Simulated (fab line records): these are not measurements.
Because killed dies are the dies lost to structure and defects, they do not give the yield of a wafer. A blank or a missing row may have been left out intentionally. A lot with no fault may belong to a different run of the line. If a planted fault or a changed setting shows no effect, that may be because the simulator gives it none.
fab line records + flow sky130
record
- lots=6
- wafers=18
- last_day=50
route steps=708 shown CONTACT@423 METAL1@434 PAD_OPEN@708
lots that met no fault: from a run of the same line without faults
start_h: start of the lot's first displayed wafer, in hours after the record's first day + wait_h: time in hours since the lot's previous step + " unchanged from the row above + L1.1+2: a row that stands for several wafers + - no value, or no start was given + * or withheld: withheld + < > ~ a bound
route shown NAME@n: a module of which the file shows steps, and the number in the route of the first + usual: mean/standard deviation of fault-free wafers + same: alike in all rows + chamber/n: place in a boat + sites: per-site readings + _std_site: the values' standard deviation + _edge_site: mean of outer sites minus mean of inner sites + radius_mm: how far each site lies from the wafer's centre + mask NAME#n: copy n + behind: the last tool/chamber to shape the wafer + hold: why the lot went on hold/how many hours it stayed there/how the hold came to an end + device: which transistor (n, p or np) failed to switch + end of line: tests run on the same wafers once the route is complete + for a step that has no rows: nothing shown but its recipe + killed: dies lost to structure and defects at the first sort, not the wafer's yield + map: shows each die of a wafer: x if killed, . if not, _ if none is there
set.NAME: the setting as run; set.NAME@STEP: as run at that earlier step + model.NAME: the simulator's own value behind a step, which no gauge read
lots at selected steps of the route; one table per step, one row per wafer
services: from which hour (start_h, from the record's first day; less than 0 if before it) a tool's chamber was out of use, for how many hours, and why
## steps
# step SKY_CONTACT_ETCH_17
# recipe
- target=SiO2
- chemistry=C4F8/O2/Ar
- stop_on=Si3N4
- mask_material=KrF-thick
- source_w=1500
- bias_w=1200
- pressure_mtorr=40
- c4f8_flow_sccm=withheld
- O2_flow_sccm=6
- Ar_flow_sccm=300
- time_s=withheld
- target_depth_a=3400
# usual
- bias_w=1200/3.9
- oes_product_au=0.892/0.0048
| lot.wafer | tool        | chamber | start_h | wait_h | bias_w | oes_product_au |
|-----------|-------------|---------|---------|--------|--------|----------------|
| L325.2    | rie_diel-01 | 0       | 765.01  | 0.0    | 1197   | 0.892          |
| L325.5    | "           | 3       | "       | "      | 1199   | 0.888          |
| L325.6    | "           | 0       | "       | "      | 1204   | 0.888          |
| L327.3    | rie_diel-02 | 3       | 781.71  | 0.0    | 1205   | 0.888          |
| L327.4    | "           | 1       | "       | "      | 1198   | 0.890          |
| L327.5    | "           | 1       | "       | "      | 1200   | 0.885          |
| L331.1    | rie_diel-01 | 1       | 813.89  | 0.0    | 1202   | 0.889          |
| L331.2    | "           | 0       | "       | "      | 1202   | 0.892          |
| L331.5    | "           | 3       | "       | "      | 1201   | 0.893          |
| L335.4    | rie_diel-02 | 1       | 842.99  | 0.0    | 1205   | 0.899          |
| L335.5    | "           | 3       | "       | "      | 1194   | 0.875          |
| L335.6    | "           | 0       | "       | "      | 1200   | 0.893          |
| L337.3    | rie_diel-04 | 2       | 853.19  | 0.0    | 1201   | 0.889          |
| L337.4    | "           | 3       | "       | "      | 1198   | 0.899          |
| L337.6    | "           | 2       | "       | "      | 1199   | 0.885          |
| L345.2    | rie_diel-02 | 0       | 915.86  | 0.0    | 1204   | 0.897          |
| L345.3    | "           | 2       | "       | "      | 1203   | 0.888          |
| L345.5    | "           | 2       | "       | "      | 1203   | 0.894          |
# step SKY_CONTACT_ETCH_18
# recipe
- target=Si3N4
- chemistry=CHF3/O2
- stop_on=TiN
- source_w=600
- bias_w=200
- pressure_mtorr=40
- chf3_flow_sccm=50
- O2_flow_sccm=5
- time_s=39
- target_depth_a=750
# usual
- bias_w=200.0/0.57
- drypump_motor_current_A=5.6/0.49
- oes_product_au=0.854/0.007
- throttle_valve_pct=8.794/0.0099
# same
- time_s=39
| lot.wafer | tool        | chamber | start_h | wait_h | bias_w | drypump_motor_current_A | oes_product_au | rf_hours_counter_h | throttle_valve_pct |
|-----------|-------------|---------|---------|--------|--------|-------------------------|----------------|--------------------|--------------------|
| L325.2    | rie_diel-01 | 0       | -       | -      | 199.9  | 5.9                     | 0.842          | 10                 | 8.795              |
| L325.5    | "           | 3       | "       | "      | 199.6  | 5.2                     | 0.862          | -                  | 8.794              |
| L325.6    | "           | 0       | "       | "      | 200.5  | 5.9                     | 0.871          | -                  | 8.792              |
| L327.3    | rie_diel-02 | 3       | -       | -      | 199.8  | 5.9                     | 0.843          | 1                  | 8.794              |
| L327.4    | "           | 1       | "       | "      | 200.7  | 5.3                     | 0.865          | 14                 | 8.792              |
| L327.5    | "           | 1       | "       | "      | 200.9  | 5.3                     | 0.856          | -                  | 8.800              |
| L331.1    | rie_diel-01 | 1       | -       | -      | 198.8  | 6.6                     | 0.844          | 6                  | 8.795              |
| L331.2    | "           | 0       | "       | "      | 199.6  | 5.9                     | 0.854          | 11                 | 8.788              |
| L331.5    | "           | 3       | "       | "      | 200.2  | 5.2                     | 0.851          | -                  | 8.774              |
| L335.4    | rie_diel-02 | 1       | -       | -      | 199.5  | 5.3                     | 0.857          | 15                 | 8.793              |
| L335.5    | "           | 3       | "       | "      | 200.6  | 5.9                     | 0.855          | -                  | 8.810              |
| L335.6    | "           | 0       | "       | "      | 199.9  | 5.5                     | 0.854          | -                  | 8.797              |
| L337.3    | rie_diel-04 | 2       | -       | -      | 200.4  | 4.9                     | 0.854          | 19                 | 8.796              |
| L337.4    | "           | 3       | "       | "      | 199.8  | 6.3                     | 0.857          | 8                  | 8.807              |
| L337.6    | "           | 2       | "       | "      | 199.6  | 4.9                     | 0.852          | -                  | 8.792              |
| L345.2    | rie_diel-02 | 0       | -       | -      | 199.4  | 5.6                     | 0.848          | 21                 | 8.801              |
| L345.3    | "           | 2       | "       | "      | 200.4  | 5.7                     | 0.857          | 10                 | 8.788              |
| L345.5    | "           | 2       | "       | "      | 199.6  | 5.7                     | 0.865          | -                  | 8.784              |
# step SKY_CONTACT_STRIP_19
# recipe
- chemistry=O2/N2
- power_w=1400
- pressure_mtorr=1500
- platen_temp_c=withheld
- o2_flow_sccm=3000
- n2_flow_sccm=300
- overash_fraction=0.5
# usual
- drypump_motor_current_A=5.8/0.35
- oes_product_au=0.380/0.0049
- strip_time_to_endpoint_s=3.612/0.024
# same
- overash_fraction=0.5
| lot.wafer | tool            | chamber | start_h | wait_h | drypump_motor_current_A | oes_product_au | rf_hours_counter_h | strip_time_to_endpoint_s |
|-----------|-----------------|---------|---------|--------|-------------------------|----------------|--------------------|--------------------------|
| L325.2    | plasma_asher-03 | 0       | 765.10  | -      | 5.3                     | 0.369          | 62                 | 3.587                    |
| L325.5    | "               | 1       | "       | "      | 5.2                     | 0.378          | -                  | 3.645                    |
| L325.6    | "               | 0       | "       | "      | 5.3                     | 0.369          | -                  | 3.600                    |
| L327.3    | plasma_asher-03 | 0       | 781.84  | -      | 5.3                     | 0.381          | -                  | 3.642                    |
| L327.4    | "               | 1       | "       | "      | 5.2                     | 0.372          | -                  | 3.609                    |
| L327.5    | "               | 1       | "       | "      | 5.2                     | 0.379          | -                  | 3.594                    |
| L331.1    | plasma_asher-02 | 0       | 813.98  | -      | 5.6                     | 0.380          | 103                | 3.623                    |
| L331.2    | "               | 1       | "       | "      | 6.1                     | 0.374          | 103                | 3.579                    |
| L331.5    | "               | 0       | "       | "      | 5.6                     | 0.382          | -                  | 3.591                    |
| L335.4    | plasma_asher-02 | 0       | 843.12  | -      | 5.6                     | 0.375          | -                  | 3.610                    |
| L335.5    | "               | 0       | "       | "      | 5.6                     | 0.383          | -                  | 3.611                    |
| L335.6    | "               | 1       | "       | "      | 6.1                     | 0.377          | -                  | 3.606                    |
| L337.3    | plasma_asher-04 | 1       | 853.32  | -      | 6.3                     | 0.383          | -                  | 3.576                    |
| L337.4    | "               | 0       | "       | "      | 5.6                     | 0.388          | -                  | 3.628                    |
| L337.6    | "               | 1       | "       | "      | 6.3                     | 0.384          | -                  | 3.585                    |
| L345.2    | plasma_asher-03 | 1       | 915.96  | -      | 5.2                     | 0.385          | 77                 | 3.620                    |
| L345.3    | "               | 0       | "       | "      | 5.3                     | 0.377          | -                  | 3.616                    |
| L345.5    | "               | 1       | "       | "      | 5.2                     | 0.379          | -                  | 3.629                    |
# step SKY_CONTACT_STRIP_20
# recipe
- chemistry=post_etch_residue_remover
- time_s=1200
- temp_c=72.5
# step SKY_CONTACT_CLEAN_21
# recipe
- chemistry=IPA
- time_s=180
- temp_c=25
# step SKY_CONTACT_CLEAN_22
# recipe
- chemistry=O3/DIW
- dry=n2_spin
# step SKY_CONTACT_SPUTTER_23
# recipe
- material=TiN
- target_thk_nm=20
- chamber_pressure_pa=5
- power_w=4000
- time_s=80
# usual
- cathode_dc_power_W=3999.9/0.73
- chamber_pressure_pa=5.000/0.0099
- throttle_valve_pct=29.9/1
# same
- time_s=80
| lot.wafer | tool           | chamber | start_h | wait_h | cathode_dc_power_W | chamber_pressure_pa | throttle_valve_pct |
|-----------|----------------|---------|---------|--------|--------------------|---------------------|--------------------|
| L325.2    | pvd_sputter-01 | -       | 765.73  | 0.0    | 4000.8             | 4.995               | 29.6               |
| L325.5    | "              | -       | "       | "      | 3999.7             | 5.018               | 30.7               |
| L325.6    | "              | -       | "       | "      | 4000.9             | 4.986               | 29.4               |
| L327.3    | pvd_sputter-02 | -       | 782.44  | 0.0    | 4000.2             | 4.986               | 28.8               |
| L327.4    | "              | -       | "       | "      | 3999.1             | 4.987               | 29.6               |
| L327.5    | "              | -       | "       | "      | 4000.4             | 4.994               | 29.7               |
| L331.1    | pvd_sputter-02 | -       | 814.61  | 0.0    | 4000.8             | 5.016               | 30.5               |
| L331.2    | "              | -       | "       | "      | 4000.2             | 4.990               | 29.5               |
| L331.5    | "              | -       | "       | "      | 3997.9             | 4.995               | 29.5               |
| L335.4    | pvd_sputter-01 | -       | 843.68  | 0.0    | 4000.4             | 4.991               | 29.9               |
| L335.5    | "              | -       | "       | "      | 3999.3             | 5.007               | 30.6               |
| L335.6    | "              | -       | "       | "      | 3999.8             | 4.992               | 29.5               |
| L337.3    | pvd_sputter-02 | -       | 853.92  | 0.0    | 4000.6             | 4.990               | 28.9               |
| L337.4    | "              | -       | "       | "      | 4000.0             | 5.003               | 29.6               |
| L337.6    | "              | -       | "       | "      | 3998.2             | 5.022               | 30.7               |
| L345.2    | pvd_sputter-01 | -       | 916.62  | 0.0    | 3999.8             | 5.007               | 29.6               |
| L345.3    | "              | -       | "       | "      | 3999.5             | 4.996               | 31.8               |
| L345.5    | "              | -       | "       | "      | 4000.9             | 5.015               | 29.5               |
# step SKY_CONTACT_CVD_24
# recipe
- material=W
- target_thk_nm=340
- time_s=102.12
- temp_c=400
- pressure_torr=40
# step SKY_CONTACT_RS_MEAS_25
# recipe
- thk_meas_gauge=four-point-probe
- reads=W_of_CONTACT_CVD_24+TiN_of_CONTACT_SPUTTER_23
# usual
- CONTACT_W_RS=0.335/0.0049
| lot.wafer | tool          | chamber | start_h | wait_h | CONTACT_W_RS[ohm/sq] |
|-----------|---------------|---------|---------|--------|----------------------|
| L325.2    | film_metro-03 | -       | 765.92  | 0.1    | 0.340                |
| L325.5    | "             | -       | "       | "      | 0.337                |
| L325.6    | "             | -       | "       | "      | 0.335                |
| L327.3    | film_metro-02 | -       | 782.65  | 0.1    | 0.336                |
| L327.4    | "             | -       | "       | "      | 0.329                |
| L327.5    | "             | -       | "       | "      | 0.341                |
| L331.1    | film_metro-04 | -       | 814.78  | 0.1    | 0.334                |
| L331.2    | "             | -       | "       | "      | 0.344                |
| L331.5    | "             | -       | "       | "      | 0.345                |
| L335.4    | film_metro-02 | -       | 843.91  | 0.1    | 0.335                |
| L335.5    | "             | -       | "       | "      | 0.343                |
| L335.6    | "             | -       | "       | "      | 0.335                |
| L337.3    | film_metro-02 | -       | 854.13  | 0.1    | 0.330                |
| L337.4    | "             | -       | "       | "      | 0.346                |
| L337.6    | "             | -       | "       | "      | 0.340                |
| L345.2    | film_metro-02 | -       | 916.81  | 0.1    | 0.330                |
| L345.3    | "             | -       | "       | "      | 0.338                |
| L345.5    | "             | -       | "       | "      | 0.334                |
# step SKY_CONTACT_THK_MEAS_26
# recipe
- thk_meas_gauge=xrf
- reads=W_of_CONTACT_CVD_24
# usual
- CONTACT_W_THK=347/6.6
| lot.wafer | tool          | chamber | start_h | wait_h | CONTACT_W_THK[nm] |
|-----------|---------------|---------|---------|--------|-------------------|
| L325.2    | film_metro-03 | -       | 766.03  | 0.1    | 343               |
| L325.5    | "             | -       | "       | "      | 347               |
| L325.6    | "             | -       | "       | "      | 349               |
| L327.3    | film_metro-02 | -       | 782.75  | 0.1    | 341               |
| L327.4    | "             | -       | "       | "      | 347               |
| L327.5    | "             | -       | "       | "      | 333               |
| L331.1    | film_metro-04 | -       | 814.90  | 0.1    | 352               |
| L331.2    | "             | -       | "       | "      | 345               |
| L331.5    | "             | -       | "       | "      | 344               |
| L335.4    | film_metro-02 | -       | 844.00  | 0.1    | 342               |
| L335.5    | "             | -       | "       | "      | 334               |
| L335.6    | "             | -       | "       | "      | 341               |
| L337.3    | film_metro-02 | -       | 854.23  | 0.1    | 348               |
| L337.4    | "             | -       | "       | "      | 332               |
| L337.6    | "             | -       | "       | "      | 337               |
| L345.2    | film_metro-02 | -       | 916.92  | 0.1    | 350               |
| L345.3    | "             | -       | "       | "      | 338               |
| L345.5    | "             | -       | "       | "      | 343               |
# step SKY_CONTACT_CMP_27
# recipe
- stop_on=SiO2
- t_overpolish_s=15
- down_force_psi=3.5
- platen_rpm=60
- target_thk_nm=0
- pad_velocity_m_s=0.94248
# step SKY_METAL1_SPUTTER_00
# recipe
- material=Ti
- target_thk_nm=15
- power_w=3000
- time_s=10
- chamber_pressure_pa=0.4
# step SKY_METAL1_SPUTTER_01
# recipe
- material=TiN
- target_thk_nm=20
- power_w=6500
- time_s=16.7
- chamber_pressure_pa=0.4
# usual
- cathode_dc_power_W=6500.0/1.1
- chamber_pressure_pa=0.4001/0.00077
- throttle_valve_pct=29.8/0.7
# same
- time_s=16.7
| lot.wafer | tool           | chamber | start_h | wait_h | cathode_dc_power_W | chamber_pressure_pa | throttle_valve_pct | model.TiN_of_METAL1_SPUTTER_01.thk_nm |
|-----------|----------------|---------|---------|--------|--------------------|---------------------|--------------------|---------------------------------------|
| L325.2    | pvd_sputter-03 | -       | 766.40  | 0.0    | 6499.5             | 0.3996              | 29.3               | 20.22                                 |
| L325.5    | "              | -       | "       | "      | 6498.5             | 0.4005              | 29.2               | 20.19                                 |
| L325.6    | "              | -       | "       | "      | 6499.6             | 0.3999              | 31.0               | 20.05                                 |
| L327.3    | pvd_sputter-04 | -       | 783.11  | 0.0    | 6501.1             | 0.3991              | 29.0               | 20.09                                 |
| L327.4    | "              | -       | "       | "      | 6498.5             | 0.4010              | 30.2               | 20.17                                 |
| L327.5    | "              | -       | "       | "      | 6500.7             | 0.4005              | 30.2               | 20.24                                 |
| L331.1    | pvd_sputter-04 | -       | 815.28  | 0.0    | 8038.8             | 0.4002              | 28.9               | 24.9                                  |
| L331.2    | "              | -       | "       | "      | 6498.9             | 0.3997              | 30.1               | 20.07                                 |
| L331.5    | "              | -       | "       | "      | 6500.5             | 0.4008              | 29.2               | 19.96                                 |
| L335.4    | pvd_sputter-04 | -       | 844.35  | 0.0    | 8037.2             | 0.4000              | 29.0               | 24.68                                 |
| L335.5    | "              | -       | "       | "      | 6499.6             | 0.4017              | 30.5               | 20.1                                  |
| L335.6    | "              | -       | "       | "      | 8040.5             | 0.3997              | 28.7               | 24.67                                 |
| L337.3    | pvd_sputter-03 | -       | 854.59  | 0.0    | 6501.5             | 0.4008              | 29.3               | 19.74                                 |
| L337.4    | "              | -       | "       | "      | 6498.9             | 0.3996              | 29.4               | 19.92                                 |
| L337.6    | "              | -       | "       | "      | 6501.9             | 0.3992              | 29.4               | 20.01                                 |
| L345.2    | pvd_sputter-04 | -       | 917.29  | 0.0    | 6500.5             | 0.3998              | 30.4               | 20                                    |
| L345.3    | "              | -       | "       | "      | 6501.0             | 0.4005              | 29.2               | 19.61                                 |
| L345.5    | "              | -       | "       | "      | 6501.4             | 0.4004              | 30.1               | 20                                    |
# step SKY_METAL1_SPUTTER_02
# recipe
- material=AlCu
- target_thk_nm=250
- power_w=10600
- time_s=13.3
- chamber_pressure_pa=0.4
# usual
- cathode_dc_power_W=10600/2
- chamber_pressure_pa=0.4001/0.00083
- throttle_valve_pct=29.8/0.7
# same
- time_s=13.3
| lot.wafer | tool           | chamber | start_h | wait_h | cathode_dc_power_W | chamber_pressure_pa | throttle_valve_pct |
|-----------|----------------|---------|---------|--------|--------------------|---------------------|--------------------|
| L325.2    | pvd_sputter-03 | -       | 766.42  | 0.0    | 10600              | 0.4004              | 29.6               |
| L325.5    | "              | -       | "       | "      | 10601              | 0.3998              | 29.1               |
| L325.6    | "              | -       | "       | "      | 10599              | 0.3999              | 30.6               |
| L327.3    | pvd_sputter-04 | -       | 783.14  | 0.0    | 10602              | 0.3998              | 29.1               |
| L327.4    | "              | -       | "       | "      | 10600              | 0.4017              | 30.0               |
| L327.5    | "              | -       | "       | "      | 10596              | 0.3990              | 30.1               |
| L331.1    | pvd_sputter-04 | -       | 815.31  | 0.0    | 10597              | 0.4004              | 29.0               |
| L331.2    | "              | -       | "       | "      | 10600              | 0.4004              | 30.2               |
| L331.5    | "              | -       | "       | "      | 10602              | 0.4004              | 29.0               |
| L335.4    | pvd_sputter-04 | -       | 844.38  | 0.0    | 10599              | 0.3983              | 28.9               |
| L335.5    | "              | -       | "       | "      | 10600              | 0.3995              | 30.3               |
| L335.6    | "              | -       | "       | "      | 10601              | 0.3995              | 29.2               |
| L337.3    | pvd_sputter-03 | -       | 854.62  | 0.0    | 10599              | 0.3995              | 29.3               |
| L337.4    | "              | -       | "       | "      | 10599              | 0.4009              | 29.4               |
| L337.6    | "              | -       | "       | "      | 10599              | 0.4011              | 29.6               |
| L345.2    | pvd_sputter-04 | -       | 917.31  | 0.0    | 10601              | 0.4000              | 29.9               |
| L345.3    | "              | -       | "       | "      | 10600              | 0.4000              | 29.4               |
| L345.5    | "              | -       | "       | "      | 10598              | 0.4009              | 30.3               |
# step SKY_PAD_OPEN_PROBE_99
# usual
- defect_limited_yield=82.8/2.1
- killed_at_M0_to_M3=43/7.3
- killed_at_M4_up=3.4/2.1
- killed_at_contacts=24/5.9
- killed_at_front_end=14/4
- killed_at_other=0.3/0.54
- killed_dies=85/10
- killed_open=46/7.7
- killed_short=38/6
- sort_bin_3_pad_short=0.8/0.48
- sort_bin_5_function=10.2/1.7
- sort_bin_6_memory=6.2/1.1
- sort_n_pass=407/10
- sort_yield_pct=82.8/2.1
# same
- gross_dies=492
- killed_at_back_side=0
- sort_bin_4_leakage[%]=0
- sort_bin_8_speed[%]=0
| lot.wafer | tool      | chamber | start_h | wait_h | defect_limited_yield[%] | killed_at_M0_to_M3 | killed_at_M4_up | killed_at_contacts | killed_at_front_end | killed_at_other | killed_dies | killed_open | killed_short | sort_bin_3_pad_short[%] | sort_bin_5_function[%] | sort_bin_6_memory[%] | sort_n_pass | sort_yield_pct[%] |
|-----------|-----------|---------|---------|--------|-------------------------|--------------------|-----------------|--------------------|---------------------|-----------------|-------------|-------------|--------------|-------------------------|------------------------|----------------------|-------------|-------------------|
| L325.2    | prober-02 | -       | 1107.62 | 0.1    | 81.9                    | 36                 | 7               | 28                 | 16                  | 2               | 89          | 46          | 42           | 1.0                     | 10.0                   | 7.1                  | 403         | 81.9              |
| L325.5    | prober-02 | -       | 1107.77 | 0.2    | 84.1                    | 36                 | 4               | 18                 | 19                  | 1               | 78          | 46          | 31           | 0.6                     | 11.2                   | 4.1                  | 414         | 84.1              |
| L325.6    | prober-02 | -       | 1107.82 | 0.2    | 83.5                    | 41                 | 2               | 25                 | 12                  | 1               | 81          | 46          | 35           | 1.4                     | 9.8                    | 5.3                  | 411         | 83.5              |
| L327.3    | prober-01 | -       | 1119.84 | 0.2    | 78.5                    | 45                 | 4               | 30                 | 27                  | 0               | 106         | 56          | 50           | 0.4                     | 13.4                   | 7.7                  | 386         | 78.5              |
| L327.4    | prober-01 | -       | 1119.89 | 0.2    | 80.9                    | 41                 | 5               | 30                 | 17                  | 1               | 94          | 48          | 46           | 0.4                     | 12.6                   | 6.1                  | 398         | 80.9              |
| L327.5    | prober-01 | -       | 1119.94 | 0.2    | 80.1                    | 51                 | 5               | 29                 | 13                  | 0               | 98          | 55          | 43           | 0.4                     | 12.4                   | 7.1                  | 394         | 80.1              |
| L335.4    | prober-01 | -       | 1164.27 | 0.2    | 83.7                    | 44                 | 1               | 25                 | 9                   | 1               | 80          | 37          | 42           | 0.6                     | 10.4                   | 5.3                  | 412         | 83.7              |
| L335.5    | prober-01 | -       | 1164.32 | 0.2    | 85.0                    | 38                 | 3               | 19                 | 14                  | 0               | 74          | 42          | 32           | 0.6                     | 8.3                    | 6.1                  | 418         | 85.0              |
| L335.6    | prober-01 | -       | 1164.37 | 0.2    | 85.8                    | 32                 | 5               | 18                 | 15                  | 0               | 70          | 33          | 37           | 0.8                     | 8.9                    | 4.5                  | 422         | 85.8              |
| L337.3    | prober-01 | -       | 1171.69 | 0.2    | 84.6                    | 30                 | 5               | 25                 | 16                  | 0               | 76          | 41          | 35           | 1.2                     | 7.3                    | 6.9                  | 416         | 84.6              |
| L337.4    | prober-01 | -       | 1171.74 | 0.2    | 84.1                    | 43                 | 7               | 18                 | 10                  | 0               | 78          | 42          | 36           | 0.8                     | 8.7                    | 6.3                  | 414         | 84.1              |
| L337.6    | prober-01 | -       | 1171.84 | 0.2    | 84.1                    | 41                 | 3               | 23                 | 11                  | 0               | 78          | 44          | 34           | 0.8                     | 10.8                   | 4.3                  | 414         | 84.1              |
# killed by level:class
L325.2 CONTACT:geometric_particle:open=15 VIA2:geometric_particle:open=9 METAL2:geometric_particle:short=6 METAL4:geometric_particle:short=6 LOCAL_INTERCONNECT:geometric_particle:short=5 FIELD_ISO:geometric_particle:short=4 SPACER:geometric_particle:open=4 METAL1:geometric_particle:short=4
L325.5 LI_CONTACT:geometric_particle:open=10 VIA1:geometric_particle:open=9 VIA3:geometric_particle:open=6 METAL1:geometric_particle:short=5 FIELD_ISO:geometric_particle:short=4 VIA1:geometric_particle:short=4 SPACER:geometric_particle:open=4 METAL4:geometric_particle:short=4
L325.6 LI_CONTACT:geometric_particle:open=9 CONTACT:geometric_particle:open=8 VIA2:geometric_particle:open=8 VIA1:geometric_particle:open=7 VIA3:geometric_particle:open=6 CONTACT:geometric_particle:short=5 METAL3:geometric_particle:short=5 METAL1:geometric_particle:short=4
L327.3 CONTACT:geometric_particle:open=13 POLY_GATE:geometric_particle:open=8 VIA3:geometric_particle:open=8 LOCAL_INTERCONNECT:geometric_particle:short=7 METAL1:geometric_particle:short=6 VIA1:geometric_particle:open=6 VIA2:geometric_particle:open=6 METAL3:geometric_particle:short=5
L327.4 CONTACT:geometric_particle:open=13 VIA1:geometric_particle:open=9 LI_CONTACT:geometric_particle:open=7 CONTACT:geometric_particle:short=7 VIA3:geometric_particle:open=7 METAL1:geometric_particle:short=5 FIELD_ISO:geometric_particle:short=4 VIA1:geometric_particle:short=4
L327.5 VIA1:geometric_particle:open=13 CONTACT:geometric_particle:open=11 LI_CONTACT:geometric_particle:open=8 VIA2:geometric_particle:open=8 METAL1:geometric_particle:short=7 VIA3:geometric_particle:open=6 VIA1:geometric_particle:short=5 METAL2:geometric_particle:short=5
L335.4 CONTACT:geometric_particle:open=7 LOCAL_INTERCONNECT:geometric_particle:short=7 VIA1:geometric_particle:short=7 VIA1:geometric_particle:open=7 VIA3:geometric_particle:open=6 METAL2:geometric_particle:short=5 VIA2:geometric_particle:open=5 LI_CONTACT:geometric_particle:open=4
L335.5 CONTACT:geometric_particle:open=10 VIA1:geometric_particle:open=8 VIA3:geometric_particle:open=6 FIELD_ISO:geometric_particle:short=5 VIA2:geometric_particle:open=5 VIA1:geometric_particle:short=4 VIA3:geometric_particle:short=4 LI_CONTACT:geometric_particle:open=3
L335.6 VIA1:geometric_particle:open=11 VIA1:geometric_particle:short=5 FIELD_ISO:geometric_particle:short=4 POLY_GATE:geometric_particle:short=4 LI_CONTACT:geometric_particle:open=4 LOCAL_INTERCONNECT:geometric_particle:short=4 CONTACT:geometric_particle:short=4 CONTACT:geometric_particle:open=4
L337.3 CONTACT:geometric_particle:open=10 VIA1:geometric_particle:open=7 LI_CONTACT:geometric_particle:open=6 METAL2:geometric_particle:short=5 VIA3:geometric_particle:open=5 POLY_GATE:geometric_particle:short=4 VIA2:geometric_particle:short=4 METAL4:geometric_particle:short=4
L337.4 VIA1:geometric_particle:open=12 CONTACT:geometric_particle:open=10 METAL2:geometric_particle:short=10 VIA2:geometric_particle:open=6 METAL4:geometric_particle:short=5 METAL1:geometric_particle:short=4 CONTACT:geometric_particle:short=4 VIA3:geometric_particle:open=4
L337.6 VIA1:geometric_particle:open=13 CONTACT:geometric_particle:open=10 VIA2:geometric_particle:open=6 FIELD_ISO:geometric_particle:short=5 METAL1:geometric_particle:short=5 VIA3:geometric_particle:open=5 LI_CONTACT:geometric_particle:open=4 LOCAL_INTERCONNECT:geometric_particle:short=4
## services
| tool            | chamber | start_h | hours | kind   |
|-----------------|---------|---------|-------|--------|
| rie_diel-02     | 0       | 744.60  | 6.6   | repair |
| rie_diel-04     | 1       | 747.27  | 4.4   | repair |
| rie_diel-04     | -       | 755.35  | 0.8   | repair |
| plasma_asher-03 | -       | 765.50  | 1.9   | repair |
| pvd_sputter-03  | -       | 774.37  | 1.2   | repair |
| rie_diel-04     | 1       | 782.89  | 6.9   | repair |
| plasma_asher-03 | -       | 789.00  | 0.8   | repair |
| rie_diel-04     | -       | 789.58  | 4.3   | pm     |
| pvd_sputter-03  | -       | 796.29  | 2.3   | repair |
| rie_diel-02     | 1       | 799.30  | 3.9   | repair |
| rie_diel-04     | 0       | 827.98  | 3.8   | repair |
| rie_diel-02     | -       | 844.41  | 1.1   | repair |
| pvd_sputter-04  | -       | 853.66  | 4.9   | repair |
| plasma_asher-02 | -       | 864.67  | 2.8   | pm     |
| pvd_sputter-01  | -       | 865.90  | 2.4   | repair |
| pvd_sputter-01  | -       | 876.03  | 14.1  | repair |
| pvd_sputter-01  | -       | 883.19  | 3.2   | repair |
| pvd_sputter-04  | -       | 884.17  | 3.1   | repair |
| rie_diel-02     | 1       | 884.44  | 10.2  | repair |
| rie_diel-01     | 1       | 885.17  | 14.6  | repair |
| rie_diel-01     | 3       | 887.79  | 10.2  | repair |
| pvd_sputter-03  | -       | 892.49  | 1.0   | repair |
| rie_diel-01     | 1       | 904.28  | 33.7  | repair |
| rie_diel-01     | 2       | 908.80  | 7.6   | repair |
## key
first_sign
- step=SKY_METAL1_SPUTTER_01
- reading=cathode_dc_power_W
- direction=up
- sigmas=99+
- usual=6500.0
- struck=8038.9
effect none on later readings
model_effect
- step=SKY_METAL1_SPUTTER_01
- value=TiN_of_METAL1_SPUTTER_01.thk_nm
- without=20.02
- struck=24.75
met_at SKY_METAL1_SPUTTER_01
struck_wafers L331.1,L335.4,L335.6
fault
- kind=process_parameter_drift
- tool=pvd_sputter-04
- chamber=-
- onset_h=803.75
- steps=SKY_METAL1_SPUTTER_01
- channel=power_w
- offset=*
- shape=step
- end_h=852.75
- acts_in=*
- stated=*
- scope=struck_wafers_only
